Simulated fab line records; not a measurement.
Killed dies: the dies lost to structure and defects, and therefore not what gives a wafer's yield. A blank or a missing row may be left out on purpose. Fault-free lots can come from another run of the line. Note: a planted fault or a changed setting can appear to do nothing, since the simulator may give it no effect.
fab line records	flow sky130	part 1 of 2: steps 1 to 42 of 43
[record] lots = 6	wafers = 18	lastDay = 50
route steps=708 shown METAL2@495 VIA2@507 METAL3@532 PAD_OPEN@708
lots that met no fault: from a run of the same line without faults
startH: the number of hours between the record's first day and the start of the first shown wafer of the lot	waitH: how many hours have passed since the lot's step before this one	" unchanged from the row above	L1.1+2: a row that stands for several wafers	- no value present, or no start provided	* or withheld: withheld	< > ~ a bound
route shown NAME@n: NAME is a module with steps in the file, n the number in the route of the first one	usual: average and standard deviation across the fault-free wafers	same: alike in all rows	chamber/n: place in a boat	sites: the reading at each site	_std_site: their standard deviation	_edge_site: outer sites' mean less inner sites'	radiusMm: for every site, how far away it sits from the centre of the wafer	mask NAME#n: copy n	behind: tool/chamber where the wafer was last shaped	hold: cause of the lot's hold/its duration in hours/its outcome	device: transistor that didn't switch, given as n, p or np	end of line: tests of these same wafers at the route's end	a step without rows: its recipe alone	killed: the dies lost at the first sort to structure and to defects; this is not the yield of the wafer	map: dies across one wafer; x = killed, . = not, _ = none there
set.NAME: setting as actually run; set.NAME@STEP: the setting as run at that earlier step	model.NAME: the simulator's own value behind a step, which no gauge read
lots seen at some steps along the route; tables by step, rows by wafer
services: a tool's chamber out of use, with start hour (startH, from the record's first day; less than 0 if before it), hours out, and reason
[[steps]]
[step SKY_METAL2_EXPOSE_12]
[recipe] maskId = MM2	na = 0.8	sourceShape = annular	sigmaInner = 0.55	sigmaOuter = 0.85	targetCdNm = 140	doseMj = 28
[step SKY_METAL2_PEB_13]
[recipe] pebTempC = withheld	pebTimeS = withheld	resist = KrF-thick
[step SKY_METAL2_DEVELOP_14]
[recipe] developTimeS = 60	resist = KrF-thick	devTempC = 21
[step SKY_METAL2_CD_MEAS_15]
[recipe] targetCdNm = 140
[usual] cdNm = 139.7/1.6
lot.wafer	tool	chamber	startH	waitH	cdNm
L521.1	cdSem-01	-	847.04	-	141.5
L521.3	"	-	"	"	141.2
L521.4	"	-	"	"	141.2
L528.4	cdSem-01	-	896.00	-	139.5
L528.5	"	-	"	"	137.7
L528.6	"	-	"	"	138.4
L530.2	cdSem-01	-	903.98	-	141.4
L530.3	"	-	"	"	140.4
L530.4	"	-	"	"	141.0
L538.2	cdSem-01	-	962.18	-	141.7
L538.3	"	-	"	"	139.8
L538.4	"	-	"	"	142.6
L539.2	cdSem-02	-	968.51	-	139.1
L539.4	"	-	"	"	137.3
L539.6	"	-	"	"	138.5
L540.1	cdSem-02	-	980.91	-	136.5
L540.4	"	-	"	"	138.1
L540.5	"	-	"	"	138.0
[step SKY_METAL2_OVL_MEAS_16]
[usual] METAL2_OVL = 2/5.6
lot.wafer	tool	chamber	startH	waitH	METAL2_OVL[nm]
L521.1	overlay-01	-	847.16	0.1	7
L521.3	"	-	"	"	8
L521.4	"	-	"	"	-4
L528.4	overlay-02	-	896.08	0.1	-2
L528.5	"	-	"	"	0
L528.6	"	-	"	"	-1
L530.2	overlay-01	-	904.08	0.1	2
L530.3	"	-	"	"	5
L530.4	"	-	"	"	-10
L538.2	overlay-02	-	962.28	0.1	-2
L538.3	"	-	"	"	10
L538.4	"	-	"	"	1
L539.2	overlay-01	-	968.62	0.1	4
L539.4	"	-	"	"	7
L539.6	"	-	"	"	3
L540.1	overlay-02	-	981.03	0.1	13
L540.4	"	-	"	"	-2
L540.5	"	-	"	"	-2
[step SKY_METAL2_DESCUM_17]
[recipe] chemistry = O2	sourcePowerW = 150	biasPowerW = 0	pressureMtorr = 10	tempC = 40	timeS = 8
[step SKY_METAL2_ETCH_18]
[recipe] chemistry = N2/H2	target = BARC	ionEnergyEv = 200	biasW = 100	pressureMtorr = 30	n2FlowSccm = 100	h2FlowSccm = 200	icpW = 500	stopOn = SiO2	timeS = 45.9	targetDepthA = 600
[step SKY_METAL2_METAL_ETCH_19]
[recipe] targetDepthA = 3600	stopOn = SiO2	overEtchFrac = 0.3	timeS = 78	chemistry = Cl2/BCl3	resistSidewallDeg = 88	pressureMtorr = 10	icpW = 900	biasW = 48.5	Cl2_flow_sccm = 60	bcl3FlowSccm = 30
[step SKY_METAL2_STRIP_20]
[recipe] chemistry = O2/N2	powerW = 1400	pressureMtorr = 1500	platenTempC = withheld	o2FlowSccm = 3000	n2FlowSccm = 300	overashFraction = 0.5
[usual] drypumpMotorCurrentA = 5.8/0.4	oesProductAu = 0.342/0.0041	stripTimeToEndpointS = 2.682/0.029
[same] overashFraction = 0.5
lot.wafer	tool	chamber	startH	waitH	drypumpMotorCurrentA	oesProductAu	rfHoursCounterH	stripTimeToEndpointS
L521.1	plasmaAsher-01	0	847.38	0.1	6.0	0.344	10	2.627
L521.3	"	1	"	"	5.1	0.338	-	2.655
L521.4	"	0	"	"	5.9	0.346	-	2.638
L528.4	plasmaAsher-02	1	896.31	0.1	6.1	0.342	-	2.679
L528.5	"	1	"	"	6.1	0.350	-	2.624
L528.6	"	0	"	"	6.0	0.334	-	2.656
L530.2	plasmaAsher-02	1	904.30	0.1	6.2	0.343	79	2.714
L530.3	"	0	"	"	6.0	0.342	-	2.693
L530.4	"	1	"	"	6.1	0.344	-	2.720
L538.2	plasmaAsher-04	1	962.50	0.1	6.1	0.341	105	2.680
L538.3	"	0	"	"	5.2	0.338	-	2.697
L538.4	"	1	"	"	6.1	0.342	-	2.670
L539.2	plasmaAsher-02	1	968.83	0.1	6.1	0.345	86	2.646
L539.4	"	0	"	"	5.9	0.339	-	2.656
L539.6	"	0	"	"	5.9	0.343	-	2.612
L540.1	plasmaAsher-04	0	981.25	0.1	5.3	0.342	106	2.699
L540.4	"	1	"	"	6.1	0.350	-	2.709
L540.5	"	0	"	"	5.3	0.344	-	2.695
[step SKY_METAL2_STRIP_21]
[recipe] chemistry = postEtchResidueRemover	timeS = 1200	tempC = 72.5
[step SKY_METAL2_CLEAN_22]
[recipe] chemistry = IPA	timeS = 180	tempC = 25
[step SKY_METAL2_CLEAN_23]
[recipe] chemistry = O3/DIW	dry = n2Spin
[step SKY_VIA2_HDPCVD_00]
[recipe] material = SiO2	targetThkNm = 1180	sigmaOpenFrac = 0.3	timeS = 196.7	tempC = 400	sih4FlowSccm = 60	pressureMtorr = 6
[usual] pressureMtorr = 5.999/0.011
lot.wafer	tool	chamber	startH	waitH	pressureMtorr
L521.1	hdpcvd-02	1	847.97	0.0	6.006
L521.3	"	2	"	"	5.989
L521.4	"	0	"	"	6.009
L528.4	hdpcvd-01	1	897.08	0.1	6.023
L528.5	"	2	"	"	6.003
L528.6	"	0	"	"	6.003
L530.2	hdpcvd-01	0	904.90	0.0	6.007
L530.3	"	2	"	"	5.991
L530.4	"	2	"	"	5.991
L538.2	hdpcvd-01	2	963.37	0.1	6.013
L538.3	"	0	"	"	6.001
L538.4	"	0	"	"	5.996
L539.2	hdpcvd-02	1	969.42	0.0	5.990
L539.4	"	2	"	"	5.987
L539.6	"	1	"	"	6.010
L540.1	hdpcvd-02	2	981.84	0.0	6.000
L540.4	"	2	"	"	6.011
L540.5	"	0	"	"	5.985
[step SKY_VIA2_THK_MEAS_01]
[recipe] reads = SiO2_of_VIA2_HDPCVD_00
[usual] VIA2_HDPCVD_THK = 1175/11
lot.wafer	tool	chamber	startH	waitH	VIA2_HDPCVD_THK[nm]
L521.1	filmMetro-04	-	848.10	0.1	1191
L521.3	"	-	"	"	1173
L521.4	"	-	"	"	1178
L528.4	filmMetro-03	-	897.18	0.0	1180
L528.5	"	-	"	"	1173
L528.6	"	-	"	"	1178
L530.2	filmMetro-02	-	905.04	0.1	1179
L530.3	"	-	"	"	1154
L530.4	"	-	"	"	1169
L538.2	filmMetro-03	-	963.50	0.1	1181
L538.3	"	-	"	"	1186
L538.4	"	-	"	"	1189
L539.2	filmMetro-04	-	969.56	0.1	1188
L539.4	"	-	"	"	1181
L539.6	"	-	"	"	1189
L540.1	filmMetro-03	-	981.96	0.1	1158
L540.4	"	-	"	"	1181
L540.5	"	-	"	"	1156
[step SKY_VIA2_CMP_02]
[recipe] material = SiO2	downForcePsi = 4	platenRpm = 60	padVelocityMS = 0.94248
[usual] motorCurrentA = 12.4/1.3
lot.wafer	tool	chamber	startH	waitH	motorCurrentA
L521.1	cmp-02	3	848.16	0.1	13.1
L521.3	"	0	"	"	10.4
L521.4	"	1	"	"	14.1
L528.4	cmp-01	1	897.36	0.2	11.1
L528.6	"	2	"	"	13.3
L528.5	"	3	"	"	10.9
L530.3	cmp-02	2	905.09	0.0	13.3
L530.2	"	3	"	"	12.9
L530.4	"	0	"	"	10.7
L538.2	cmp-01	1	963.60	0.1	11.4
L538.4	"	2	"	"	13.4
L538.3	"	3	"	"	11.8
L539.4	cmp-02	0	969.61	0.0	10.4
L539.2	"	3	"	"	12.9
L539.6	"	0	"	"	10.1
L540.4	cmp-01	2	982.02	0.0	13.2
L540.1	"	0	"	"	10.3
L540.5	"	3	"	"	11.4
[step SKY_VIA2_BOW_MEAS_03]
[recipe] mode = bow
[usual] VIA2_BOW = 86/7.3
lot.wafer	tool	chamber	startH	waitH	VIA2_BOW[um]
L521.1	filmMetro-04	-	848.46	0.2	75
L521.3	"	-	"	"	80
L521.4	"	-	"	"	82
L528.4	filmMetro-02	-	897.57	0.2	74
L528.5	"	-	"	"	79
L528.6	"	-	"	"	75
L530.2	filmMetro-04	-	905.41	0.2	94
L530.3	"	-	"	"	98
L530.4	"	-	"	"	90
L538.2	filmMetro-03	-	963.87	0.2	87
L538.3	"	-	"	"	98
L538.4	"	-	"	"	90
L539.2	filmMetro-03	-	969.93	0.1	81
L539.4	"	-	"	"	85
L539.6	"	-	"	"	86
L540.1	filmMetro-02	-	982.32	0.1	87
L540.4	"	-	"	"	72
L540.5	"	-	"	"	72
[step SKY_VIA2_DEHYDRATE_04]
[recipe] tempC = 200	timeS = 60
[step SKY_VIA2_HMDS_05]
[recipe] primeTimeS = 60	primeTempC = 120
[step SKY_VIA2_COAT_06]
[recipe] resist = BARC	tempC = withheld	timeS = withheld	spinRpm = 3000	resistThkNm = 60
[step SKY_VIA2_COAT_07]
[recipe] resist = KrF-thick	spinRpm = 3000	resistThkNm = 450
[step SKY_VIA2_SOFTBAKE_08]
[recipe] tempC = 100	timeS = 90	resist = KrF-thick
[step SKY_VIA2_EXPOSE_09]
[recipe] maskId = VIM2	na = 0.8	sourceShape = annular	sigmaInner = 0.55	sigmaOuter = 0.85	targetCdNm = 200	doseMj = 38
[step SKY_VIA2_PEB_10]
[recipe] pebTempC = withheld	pebTimeS = withheld	resist = KrF-thick
[step SKY_VIA2_DEVELOP_11]
[recipe] developTimeS = 60	resist = KrF-thick	devTempC = 21
[step SKY_VIA2_CD_MEAS_12]
[recipe] targetCdNm = 200
[usual] cdNm = 199.6/1.5
lot.wafer	tool	chamber	startH	waitH	cdNm
L521.1	cdSem-01	-	875.54	-	199.1
L521.3	"	-	"	"	199.9
L521.4	"	-	"	"	198.1
L528.4	cdSem-02	-	923.32	-	199.2
L528.5	"	-	"	"	199.5
L528.6	"	-	"	"	199.0
L530.2	cdSem-02	-	931.31	-	200.7
L530.3	"	-	"	"	199.5
L530.4	"	-	"	"	199.6
L538.2	cdSem-01	-	987.96	-	201.3
L538.3	"	-	"	"	200.3
L538.4	"	-	"	"	200.6
L539.2	cdSem-01	-	994.43	-	199.4
L539.4	"	-	"	"	202.3
L539.6	"	-	"	"	201.0
L540.1	cdSem-01	-	1006.49	-	197.1
L540.4	"	-	"	"	195.9
L540.5	"	-	"	"	195.3
[step SKY_VIA2_OVL_MEAS_13]
[usual] VIA2_OVL = 2/5.8
lot.wafer	tool	chamber	startH	waitH	VIA2_OVL[nm]
L521.1	overlay-02	-	875.66	0.1	-2
L521.3	"	-	"	"	3
L521.4	"	-	"	"	2
L528.4	overlay-02	-	923.39	0.1	8
L528.5	"	-	"	"	4
L528.6	"	-	"	"	7
L530.2	overlay-02	-	931.42	0.1	10
L530.3	"	-	"	"	-2
L530.4	"	-	"	"	6
L538.2	overlay-01	-	988.07	0.1	10
L538.3	"	-	"	"	-5
L538.4	"	-	"	"	5
L539.2	overlay-01	-	994.53	0.1	2
L539.4	"	-	"	"	0
L539.6	"	-	"	"	1
L540.1	overlay-01	-	1006.61	0.1	-9
L540.4	"	-	"	"	7
L540.5	"	-	"	"	3
[step SKY_VIA2_ETCH_14]
[recipe] chemistry = N2/H2	target = BARC	ionEnergyEv = 200	sourceW = 500	biasW = 100	pressureMtorr = 30	n2FlowSccm = 100	h2FlowSccm = 200	stopOn = SiO2	timeS = 45.9	targetDepthA = 600
[usual] drypumpMotorCurrentA = 5.9/0.49	oesProductAu = 0.854/0.0045	throttleValvePct = 13.225/0.0094
lot.wafer	tool	chamber	startH	waitH	drypumpMotorCurrentA	oesProductAu	rfHoursCounterH	throttleValvePct
L521.1	rieDiel-02	3	875.70	0.0	5.3	0.853	12	13.217
L521.3	"	1	"	"	5.4	0.854	9	13.225
L521.4	"	0	"	"	6.5	0.856	27	13.224
L528.4	rieDiel-01	1	923.41	0.0	6.0	0.855	19	13.218
L528.5	"	0	"	"	5.8	0.856	-	13.230
L528.6	"	1	"	"	6.0	0.852	-	13.221
L530.2	rieDiel-02	1	931.45	0.0	5.4	0.853	11	13.221
L530.3	"	3	"	"	5.4	0.853	15	13.240
L530.4	"	2	"	"	5.9	0.852	-	13.227
L538.2	rieDiel-01	0	988.10	0.0	5.8	0.859	13	13.224
L538.3	"	1	"	"	6.0	0.853	21	13.225
L538.4	"	3	"	"	5.5	0.846	6	13.241
L539.2	rieDiel-01	2	994.56	0.0	6.3	0.858	15	13.232
L539.4	"	0	"	"	5.8	0.856	13	13.227
L539.6	"	0	"	"	5.8	0.855	-	13.225
L540.1	rieDiel-03	0	1006.65	0.0	6.8	0.858	18	13.225
L540.4	"	3	"	"	5.0	0.852	-	13.225
L540.5	"	1	"	"	6.2	0.851	-	13.212
[step SKY_VIA2_ETCH_15]
[recipe] target = SiO2	chemistry = C4F8/O2/Ar	targetDepthNm = 546	stopOn = TiN	maskMaterial = KrF-thick	sourceW = 1500	biasW = 1200	pressureMtorr = 40	c4f8FlowSccm = withheld	O2_flow_sccm = 6	Ar_flow_sccm = 300	timeS = 84
[usual] oesProductAu = 0.940/0.0048
lot.wafer	tool	chamber	startH	waitH	oesProductAu
L521.1	rieDiel-02	3	875.74	0.0	0.942
L521.3	"	1	"	"	0.939
L521.4	"	0	"	"	0.940
L528.4	rieDiel-01	1	923.45	0.0	0.942
L528.5	"	0	"	"	0.946
L528.6	"	1	"	"	0.930
L530.2	rieDiel-02	1	931.49	0.0	0.939
L530.3	"	3	"	"	0.934
L530.4	"	2	"	"	0.944
L538.2	rieDiel-01	0	988.14	0.0	0.934
L538.3	"	1	"	"	0.933
L538.4	"	3	"	"	0.939
L539.2	rieDiel-01	2	994.60	0.0	0.945
L539.4	"	0	"	"	0.942
L539.6	"	0	"	"	0.943
L540.1	rieDiel-03	0	1006.69	0.0	0.950
L540.4	"	3	"	"	0.940
L540.5	"	1	"	"	0.941
[step SKY_VIA2_STRIP_16]
[recipe] chemistry = O2/N2	powerW = 1400	pressureMtorr = 1500	platenTempC = withheld	o2FlowSccm = 3000	n2FlowSccm = 300	overashFraction = 0.5
[step SKY_VIA2_STRIP_17]
[recipe] chemistry = postEtchResidueRemover	timeS = 1200	tempC = 72.5
[step SKY_VIA2_CLEAN_18]
[recipe] chemistry = IPA	timeS = 180	tempC = 25
[step SKY_VIA2_CLEAN_19]
[recipe] chemistry = O3/DIW	dry = n2Spin
[step SKY_VIA2_SPUTTER_20]
[recipe] material = TiN	targetThkNm = 20	chamberPressurePa = 5	powerW = 4000	timeS = 80
[usual] cathodeDcPowerW = 4000.0/0.72	chamberPressurePa = 4.998/0.01	throttleValvePct = 29.8/1.3
lot.wafer	tool	chamber	startH	waitH	cathodeDcPowerW	chamberPressurePa	throttleValvePct
L521.1	pvdSputter-04	-	876.46	0.0	3999.6	5.007	30.8
L521.3	"	-	"	"	4000.2	5.018	31.0
L521.4	"	-	"	"	3999.5	4.977	31.6
L528.4	pvdSputter-03	-	924.15	0.0	3999.5	4.986	31.8
L528.5	"	-	"	"	3999.3	5.008	29.4
L528.6	"	-	"	"	3999.7	4.978	28.2
L530.2	pvdSputter-04	-	932.22	0.0	3999.6	4.989	28.6
L530.3	"	-	"	"	3999.3	4.978	31.7
L530.4	"	-	"	"	3999.4	5.005	30.4
L538.2	pvdSputter-03	-	988.84	0.0	4000.5	4.982	31.7
L538.3	"	-	"	"	3998.8	5.015	29.5
L538.4	"	-	"	"	3999.9	5.000	29.4
L539.2	pvdSputter-03	-	995.28	0.0	3998.3	4.996	29.7
L539.4	"	-	"	"	3999.5	4.987	31.2
L539.6	"	-	"	"	4000.0	4.991	29.4
L540.1	pvdSputter-04	-	1007.38	0.0	4000.0	4.994	31.4
L540.4	"	-	"	"	4000.2	4.992	30.6
L540.5	"	-	"	"	4000.1	4.992	31.6
[step SKY_VIA2_CVD_21]
[recipe] material = W	targetThkNm = 420	timeS = 126.4	tempC = 400	pressureTorr = 40
[step SKY_VIA2_RS_MEAS_22]
[recipe] thkMeasGauge = four-point-probe	reads = W_of_VIA2_CVD_21+TiN_of_VIA2_SPUTTER_20
[usual] VIA2_W_RS = 0.2743/0.0024
lot.wafer	tool	chamber	startH	waitH	VIA2_W_RS[ohm/sq]
L521.1	filmMetro-04	-	876.66	0.1	0.2734
L521.3	"	-	"	"	0.2734
L521.4	"	-	"	"	0.2747
L528.4	filmMetro-04	-	924.41	0.1	0.2730
L528.5	"	-	"	"	0.2741
L528.6	"	-	"	"	0.2729
L530.2	filmMetro-03	-	932.43	0.1	0.2733
L530.3	"	-	"	"	0.2750
L530.4	"	-	"	"	0.2744
L538.2	filmMetro-03	-	989.05	0.1	0.2781
L538.3	"	-	"	"	0.2813
L538.4	"	-	"	"	0.2794
L539.2	filmMetro-04	-	995.49	0.1	0.2735
L539.4	"	-	"	"	0.2717
L539.6	"	-	"	"	0.2723
L540.1	filmMetro-03	-	1007.70	0.2	0.2692
L540.4	"	-	"	"	0.2770
L540.5	"	-	"	"	0.2735
[step SKY_VIA2_THK_MEAS_23]
[recipe] thkMeasGauge = xrf	reads = W_of_VIA2_CVD_21
[usual] VIA2_W_THK = 446/5.2
lot.wafer	tool	chamber	startH	waitH	VIA2_W_THK[nm]
L521.1	filmMetro-04	-	876.78	0.1	451
L521.3	"	-	"	"	447
L521.4	"	-	"	"	451
L528.4	filmMetro-04	-	924.50	0.1	450
L528.5	"	-	"	"	452
L528.6	"	-	"	"	452
L530.2	filmMetro-03	-	932.54	0.1	448
L530.3	"	-	"	"	443
L530.4	"	-	"	"	448
L538.2	filmMetro-03	-	989.16	0.1	444
L538.3	"	-	"	"	432
L538.4	"	-	"	"	441
L539.2	filmMetro-04	-	995.60	0.1	445
L539.4	"	-	"	"	450
L539.6	"	-	"	"	451
L540.1	filmMetro-03	-	1007.82	0.1	457
L540.4	"	-	"	"	448
L540.5	"	-	"	"	454
[step SKY_VIA2_CMP_24]
[recipe] stopOn = SiO2	tOverpolishS = 20	downForcePsi = 3.5	platenRpm = 60	targetThkNm = 0	padVelocityMS = 0.94248
[step SKY_METAL3_SPUTTER_00]
[recipe] material = Ti	targetThkNm = 15	powerW = 3000	timeS = 10	chamberPressurePa = 0.4
[step SKY_METAL3_SPUTTER_01]
[recipe] material = TiN	targetThkNm = 20	powerW = 6500	timeS = 16.7	chamberPressurePa = 0.4
[step SKY_METAL3_SPUTTER_02]
[recipe] material = AlCu	targetThkNm = 735	powerW = 10600	timeS = 39.1	chamberPressurePa = 0.4
[step SKY_METAL3_SPUTTER_03]
[recipe] material = Ti	targetThkNm = 5	powerW = 3000	timeS = 3.3	chamberPressurePa = 0.4
[step SKY_METAL3_SPUTTER_04]
[recipe] material = TiN	targetThkNm = 70	powerW = 6500	timeS = 58.3	chamberPressurePa = 0.4
